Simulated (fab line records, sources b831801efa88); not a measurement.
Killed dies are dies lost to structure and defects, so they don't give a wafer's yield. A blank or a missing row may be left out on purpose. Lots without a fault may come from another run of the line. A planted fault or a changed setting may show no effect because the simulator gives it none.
Which tool did it? | flow sky130 | 6 lots, 18 wafers sampled, at 1 step of a route of 708

WHAT THE GAUGES READ, wafer by wafer
SKY_NWELL_OVL_MEAS_23.
lot  | measured     | on         | NWELL_01_OVL (nm)
L280 | day 6 03:10  | overlay-01 | 0.7 1.2 -0.9
L283 | day 7 02:29  | overlay-02 | -0.6 1.1 -0.1
L287 | day 8 10:49  | overlay-02 | 2.3 3.2 0.4
L294 | day 9 17:52  | overlay-02 | -0.6 -0.8 -1.5
L296 | day 10 10:58 | overlay-01 | -1.5 -1.0 0.3
L299 | day 11 01:43 | overlay-02 | -0.7 -0.1 -2.4

WHICH TOOL RAN EACH LOT (tool, then ch and the chambers of the sampled wafers, then the start)
The record holds no process step before these readings.

THE ANSWER, worked out from the rows above alone
Rule: what is usual is taken from the lots themselves. Put in order of their means at a reading, lots are off if they are a third of the lots or fewer, leave a main group of 4 or more, and stand apart from it by a gap of 3 or more times the standard deviation of the main group's means; of several such gaps the widest counts. A main group whose means are all the same, to the digits that the tables above print for the reading, isn't used. A lot without any number at a reading at which 4 lots or more have one is off too. The other lots that the step has rows for count as sound.
No lot is off at any reading shown: from this, nothing can be told.

WHAT THE SIMULATOR HAD PUT IN
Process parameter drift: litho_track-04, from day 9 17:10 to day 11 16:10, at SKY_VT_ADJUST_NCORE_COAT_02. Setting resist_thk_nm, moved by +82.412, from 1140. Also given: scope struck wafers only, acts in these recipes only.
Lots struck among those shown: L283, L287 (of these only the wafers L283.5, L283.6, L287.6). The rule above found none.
